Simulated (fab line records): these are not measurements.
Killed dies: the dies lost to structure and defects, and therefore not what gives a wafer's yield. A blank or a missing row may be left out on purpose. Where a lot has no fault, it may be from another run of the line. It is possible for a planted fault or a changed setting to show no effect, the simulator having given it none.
Which tool is to blame? ; flow gf180mcu ; 39 wafers from 13 lots sampled at 3 of the route's 602 steps

== WHAT THE GAUGES READ, wafer by wafer ==
GF_M1_OVL_MEAS_15. Usual: M1_OVL -4 nm, standard deviation 5.6.
lot;measured;on;M1_OVL (nm);flag
L254;day 16 20:35;overlay-02;-13 -6 -9;
L255;day 17 09:29;overlay-01;-10 7 -2;
L257;day 18 00:23;overlay-02;10 -3 -8;
L258;day 18 15:11;overlay-02;-6 -10 0;
L263;day 20 11:55;overlay-01;-10 -4 4;
L264;day 20 22:04;overlay-01;-10 -8 2;
L269;day 22 21:51;overlay-01;3 -9 -2;
L271;day 23 10:55;overlay-02;-4 5 0;
L272;day 23 13:31;overlay-02;-14 -7 1;
L273;day 23 22:35;overlay-01;0 -1 0;
L274;day 24 08:52;overlay-02;-6 -4 -2;
L275;day 24 15:29;overlay-02;-10 -12 -1;
L277;day 25 06:32;overlay-02;4 1 2;

GF_V1_THK_MEAS_01. Usual: V1_CVD_00_THK 601 nm, standard deviation 8.7.
lot;measured;on;V1_CVD_00_THK (nm);flag
L254;day 16 21:22;film-metro-04;598 594 605;
L255;day 17 10:22;film-metro-04;601 601 605;
L257;day 18 01:15;film-metro-02;609 611 600;
L258;day 18 15:56;film-metro-02;595 598 596;
L263;day 20 12:43;film-metro-03;612 613 599;
L264;day 20 22:50;film-metro-03;602 619 599;
L269;day 22 22:49;film-metro-02;597 595 601;
L271;day 23 11:40;film-metro-02;594 596 599;
L272;day 23 14:16;film-metro-02;596 588 606;
L273;day 23 23:21;film-metro-04;588 585 591;
L274;day 24 09:38;film-metro-04;599 588 590;
L275;day 24 16:15;film-metro-04;606 610 611;
L277;day 25 07:17;film-metro-04;611 612 608;

== TOOL THAT RAN EACH LOT (tool first, then ch and the chambers of the sampled wafers, then the start) ==
lot;GF_CONTACT_CVD_24
L254;cvd-w-01 ch 0,1, day 15 21:40
L255;cvd-w-02 ch 0,1, day 16 10:00
L257;cvd-w-02 ch 0,1, day 17 00:01
L258;cvd-w-02 ch 0,1, day 17 14:52
L263;cvd-w-01 ch 0,1, day 19 11:46
L264;cvd-w-01 ch 0,1, day 19 20:41
L269;cvd-w-02 ch 0,1, day 21 22:05
L271;cvd-w-02 ch 0,1, day 22 11:21
L272;cvd-w-02 ch 0,1, day 22 13:52
L273;cvd-w-01 ch 0,1, day 22 23:22
L274;cvd-w-02 ch 0,1, day 23 09:33
L275;cvd-w-02 ch 0,1, day 23 15:57
L277;cvd-w-02 ch 0,1, day 24 07:31
- GF_CONTACT_CVD_24: deposits W, target thk 300 nm, time 90.339 s.

== WHAT THE TOOLS THEMSELVES READ (means of the sampled wafers that have a number; where no wafer has one, the mark that the record gives instead) ==
GF_CONTACT_CVD_24. Usual: heater-power-outer-w 464 W, standard deviation 27; heater-power-w 762 W, standard deviation 41.
lot;tool;heater-power-outer-w (W);heater-power-w (W);flag
L254;cvd-w-01;475;808;
L255;cvd-w-02;458;732;
L257;cvd-w-02;462;739;
L258;cvd-w-02;476;764;
L263;cvd-w-01;450;766;
L264;cvd-w-01;451;755;
L269;cvd-w-02;483;777;
L271;cvd-w-02;487;769;
L272;cvd-w-02;481;763;
L273;cvd-w-01;457;764;
L274;cvd-w-02;483;767;
L275;cvd-w-02;493;777;
L277;cvd-w-02;490;771;

== THE ANSWER, worked out from the rows above alone ==
Rule: take the mean of a lot's wafers that have a number; if it is more than 3 standard deviations from the usual mean, the lot is off. Also off: a lot with no number at a reading for which 4 or more lots have one. Any other lot the step has rows for is counted as sound. Order of review: gauges by route order, followed by the tools' own readings, for which a lot's mean as printed above is used. At the first step where some lot is off, the reading lying furthest off is the one used; lots without a number count as furthest.
None of the lots is off at any reading shown; this tells nothing.

== WHAT HAD BEEN PUT IN BY THE SIMULATOR ==
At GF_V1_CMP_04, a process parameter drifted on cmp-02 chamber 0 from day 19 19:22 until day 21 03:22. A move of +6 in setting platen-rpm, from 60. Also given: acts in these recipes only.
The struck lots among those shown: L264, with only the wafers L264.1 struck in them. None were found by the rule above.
